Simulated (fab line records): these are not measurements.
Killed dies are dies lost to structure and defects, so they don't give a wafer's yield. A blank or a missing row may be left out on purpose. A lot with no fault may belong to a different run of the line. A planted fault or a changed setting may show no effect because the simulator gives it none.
Comparing a struck lot with a sound one | flow gf180mcu | 15 steps out of a route of 602
Sound: wafers L793.1, L793.4, L793.5. The struck wafers were L805.2, L805.3, L805.5. The cause comes at the end.
Order at every step that has rows: each side's tool, ch and its chambers, its first start. Under that, the readings that differ: sound wafers | struck wafers | difference of the means | sigmas: that difference in standard deviations of wafers without a fault.
alike: readings whose means differ by less than 2 such deviations, and words and numbers that are the same on both sides. not compared: withheld readings, readings that some wafer has no value for, bounds like >300 that may hide the same value, and numbers for which the record gives no deviation and whose values overlap.
A row with sigmas, a row that says differs or no value, or rows on one side alone: a step with any of these is where the two part. Numbers that don't overlap but have no deviation are shown without sigmas and don't part them. Lack of a reading on every wafer of one side parts them only where that side has two or more wafers.

GF_M1_RS_MEAS_05: measures by four-point-probe.
  sound: film metro-04 at day 19 20:39; struck: film metro-02 at day 23 19:19
  alike: M1_ALCU_RS
GF_M1_THK_MEAS_06: measures by xrf.
  sound: film metro-04 at day 19 20:46; struck: film metro-02 at day 23 19:26
  alike: M1_ALCU_THK
then, 7 steps without rows for these wafers: GF_M1_DEHYDRATE_07 (time 60 s); GF_M1_HMDS_08 (prime time 60 s); GF_M1_COAT_09 (resist thk 1000 nm); GF_M1_SOFTBAKE_10 (time 60 s); GF_M1_EXPOSE_11 (exposes mask Metal1, target cd 230 nm); GF_M1_PEB_12 (peb time 90 s); GF_M1_DEVELOP_13 (develop time 60 s).
GF_M1_CD_MEAS_14 targets a cd of 230 nm.
  sound: cd sem-02 at day 20 20:57; struck: cd sem-01 at day 24 17:09
  alike: cd nm
GF_M1_OVL_MEAS_15:
  sound: overlay-01 at day 20 21:04; struck: overlay-02 at day 24 17:16
  alike: M1_OVL
GF_M1_METAL_ETCH_16: etches the open film in Cl2/BCl3, stops on SiO2, target depth 627.5 nm, time 104.6 s.
  sound on rie metal-04 ch 0, day 20 21:07; struck on rie metal-04 ch 0,1, day 24 17:17
  alike: drypump motor current A, oes product au, throttle valve pct
  not compared: rf hours counter h
GF_M1_STRIP_17: strips in O2/N2.
  sound on plasma asher-04 ch 0,1, day 20 21:13; struck on plasma asher-03 ch 0,1, day 24 17:24
  reading                      | sound          | struck         | difference | sigmas
  strip time to endpoint s (s) | 7.89 7.88 7.88 | 6.70 6.75 6.68 | -1.17      | -24
  alike: drypump motor current A, heater power w, oes product au
  not compared: rf hours counter h
then, 1 step without rows for these wafers: GF_M1_STRIP_18 (strips in post etch residue remover, time 1200 s).
-- the record jumps here: 10 days lie between the struck wafers' starts before and after (it left off in module M1 and takes up again in module PASSIVATION, whose first step shown is number 602 of the route) --
GF_PASSIVATION_PROBE_99:
  only the struck wafers here have rows in the record (prober-02, day 34 15:01); the sound ones have none

## WHERE THEY PART
Last at GF_PASSIVATION_PROBE_99 as far as this record goes, first at GF_M1_STRIP_17.

WHY: what the simulator had put in
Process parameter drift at GF_M1_STRIP_17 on plasma asher-03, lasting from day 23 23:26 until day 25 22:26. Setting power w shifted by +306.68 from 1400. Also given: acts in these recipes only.
